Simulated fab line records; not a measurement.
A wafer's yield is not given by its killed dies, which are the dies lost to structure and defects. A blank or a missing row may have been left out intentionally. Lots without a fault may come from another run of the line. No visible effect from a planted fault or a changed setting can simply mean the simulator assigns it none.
A lot that was struck, set against a sound lot -- flow sky130 -- 30 steps out of a route of 708
Sound: the wafers L941.2, L941.4, L941.6. The struck wafers were L956.1, L956.2, L956.6. Last of all comes the cause.
For every step that has rows: the tool of each side, followed by ch and its chambers, followed by its first start. Under that, the readings that differ: sound wafers -- struck wafers -- difference of the means -- sigmas: that difference in standard deviations of wafers without a fault.
alike: readings whose means differ by less than 2 such deviations, and words and numbers that are the same on both sides. not compared: withheld readings, readings that some wafer has no value for, bounds like >300 that may hide the same value, and numbers for which the record gives no deviation and whose values overlap.
A row with sigmas, a row that says differs or no value, or rows on one side alone: a step with any of these is where the two part. Numbers that have no deviation but don't overlap get no sigmas and don't part them. A reading that every wafer of one side lacks parts them only if that side has two wafers or more.

first, 5 steps without rows for these wafers: SKY_SONOS_ONO_COAT_08 (resist thk 1140 nm); SKY_SONOS_ONO_SOFTBAKE_09 (time 60 s); SKY_SONOS_ONO_EXPOSE_10 (exposes mask ONOM, target cd 410 nm); SKY_SONOS_ONO_PEB_11; SKY_SONOS_ONO_DEVELOP_12 (develop time 60 s).
SKY_SONOS_ONO_CD_MEAS_13: the cd target is 410 nm.
  struck on cd sem-01, day 18 03:35; sound on cd sem-02, day 12 19:55
reading,sound,struck,difference,sigmas
cd nm (nm),406.0 407.3 405.4,410.6 411.7 412.6,+5.4,+2
SKY_SONOS_ONO_OVL_MEAS_14:
  struck on overlay-01, day 18 03:43; sound on overlay-01, day 12 20:02
  alike: SONOS_ONO_OVL
SKY_SONOS_ONO_ETCH_15: etches the open film in CHF3/O2, target depth 19.52 nm, time 7.8 s.
  sound on rie diel-01 ch 0,1,3, day 12 20:04; struck on rie diel-02 ch 0,2,3, day 18 03:45
  alike: drypump motor current A, oes product au, throttle valve pct
  not compared: rf hours counter h
then, 1 step without rows for these wafers: SKY_SONOS_ONO_WET_ETCH_16 (etches SiO2 in dHF, target depth 14 nm, time 280 s).
SKY_SONOS_ONO_STRIP_17: strips in O2/N2.
  sound on plasma asher-03 ch 0,1, day 12 20:10; struck on plasma asher-03 ch 0,1, day 18 03:52
  alike: drypump motor current A, oes product au, strip time to endpoint s
  not compared: rf hours counter h
then, 2 steps without rows for these wafers: SKY_SONOS_ONO_WET_ETCH_18 (etches Si3N4 in H3PO4, target depth 15 nm, time 172 s); SKY_GATE_OXIDE_CLEAN_00 (cleans in SC1/SC2, time 150 s).
SKY_GATE_OXIDE_OXIDATION_01: stabilise 600 s, purge 300 s, target thk 10.268 nm.
  sound on furnace-01 ch 0, day 12 20:23; struck on furnace-02 ch 0, day 18 04:59
reading,sound,struck,difference,sigmas
spike tc centre C (C),902.8 900.8 900.5,873.6 872.7 873.5,-28.1,-26
spike tc lower C (C),900.0 902.3 900.9,903.5 904.4 905.2,+3.3,+3
spike tc upper C (C),900.9 902.8 901.9,904.5 904.9 907.7,+3.8,+3
zone power centre pct (%),18.61 18.61 18.49,8.91 8.82 8.77,-9.74,-41
zone power upper pct (%),19.8 20.1 20.1,24.6 24.6 24.6,+4.6,+12
model.SiO2_of_GATE_OXIDE_OXIDATION_01.thk nm (nm),10.1 10.5 10.27,9.577 9.485 9.757,-0.684,
  alike: spike tc bottom C
SKY_GATE_OXIDE_THK_MEAS_02:
  struck on film metro-04, day 18 06:23; sound on film metro-01, day 12 21:48
reading,sound,struck,difference,sigmas
GATE_OXIDE_OXIDATION_00_THK (nm),10.08 10.49 10.26,9.65 9.46 9.73,-0.66,-4
then, 7 steps without rows for these wafers: SKY_GATE_OXIDE_DEHYDRATE_03 (time 60 s); SKY_GATE_OXIDE_HMDS_04 (prime time 60 s); SKY_GATE_OXIDE_COAT_05 (resist thk 1140 nm); SKY_GATE_OXIDE_SOFTBAKE_06 (time 60 s); SKY_GATE_OXIDE_EXPOSE_07 (exposes mask LVOM, target cd 600 nm); SKY_GATE_OXIDE_PEB_08; SKY_GATE_OXIDE_DEVELOP_09 (develop time 60 s).
SKY_GATE_OXIDE_OVL_MEAS_10:
  struck on overlay-02, day 19 12:50; sound on overlay-02, day 13 23:27
  alike: GATE_OXIDE_OVL
then, 2 steps without rows for these wafers: SKY_GATE_OXIDE_IMPLANT_11; SKY_GATE_OXIDE_WET_ETCH_12 (etches SiO2 in dHF, target depth 16.8 nm, time 336 s).
SKY_GATE_OXIDE_STRIP_13: strips in O2/N2.
  sound on plasma asher-01 ch 0, day 13 23:44; struck on plasma asher-02 ch 0,1, day 19 13:07
  alike: drypump motor current A, oes product au, strip time to endpoint s
  not compared: rf hours counter h
SKY_GATE_OXIDE_TW_MEAS_14:
  struck on film metro-01, day 19 13:13; sound on film metro-01, day 13 23:51
  alike: GATE_OXIDE_TW
then, 1 step without rows for these wafers: SKY_GATE_OXIDE_CLEAN_15 (cleans in SC1/SC2, time 150 s).
SKY_GATE_OXIDE_OXIDATION_16: stabilise 600 s, purge 300 s, target thk 3.57 nm.
  sound on furnace-01 ch 0, day 14 00:49; struck on furnace-02 ch 0, day 19 13:20
reading,sound,struck,difference,sigmas
model.SiO2_of_GATE_OXIDE_OXIDATION_01.thk nm (nm),11.46 11.81 11.62,10.98 10.94 11.17,-0.60,
  alike: spike tc bottom C, spike tc centre C, spike tc lower C, spike tc upper C, zone power centre pct, zone power upper pct
then, 1 step without rows for these wafers: SKY_POLY_GATE_CVD_00 (deposits poly-Si, target thk 180 nm, time 720 s).
-- here the record skips 30 days between the struck wafers' starts before and after, leaving off in module POLY_GATE and picking up in module PAD_OPEN (first step shown: number 708 of the route) --
SKY_PAD_OPEN_PROBE_99:
  struck on prober-01, day 49 17:11; sound on prober-02, day 45 22:34
reading,sound,struck,difference,sigmas
model.etest.nfet_16v.r on ohm um,1.379e+04 1.395e+04 1.382e+04,1.332e+04 1.342e+04 1.352e+04,-4.333e+02,
model.etest.tip sonos.rs ohm sq,2623 2664 2656,2584 2532 2592,-78,
model.etest.pfet g5v0d10v5.r on ohm um,4700 4798 4737,4637 4582 4691,-108,
model.etest.nfet g5v0d10v5.r on ohm um,1871 1898 1863,1804 1787 1854,-62,
model.etest.nfet g5v0d10v5.drive ua um,614.9 591.1 604.5,642.3 651.2 631.3,+38.1,
model.etest.nfet_05v0_nvt.drive ua um,578 568.4 579,611.3 622.2 601.5,+36.5,
model.etest.pfet g5v0d10v5.drive ua um,343.7 336.3 338.3,357.7 360 349.1,+16.2,
model.etest.nfet_16v.drive ua um,227.9 220.7 227.9,243 241.4 236.2,+15,
  alike: killed_at_M0_to_M3, killed_at_M4_up, killed at contacts, killed at front end, killed at other, killed dies, killed open, killed short

WHERE THEY PART
Earliest at SKY_SONOS_ONO_CD_MEAS_13; latest, in this record, at SKY_GATE_OXIDE_THK_MEAS_02. Later steps at which nothing parts them and some readings are alike: SKY_GATE_OXIDE_OVL_MEAS_10, SKY_GATE_OXIDE_STRIP_13, SKY_GATE_OXIDE_TW_MEAS_14, SKY_GATE_OXIDE_OXIDATION_16, SKY_PAD_OPEN_PROBE_99.

WHY: the cause the simulator had injected
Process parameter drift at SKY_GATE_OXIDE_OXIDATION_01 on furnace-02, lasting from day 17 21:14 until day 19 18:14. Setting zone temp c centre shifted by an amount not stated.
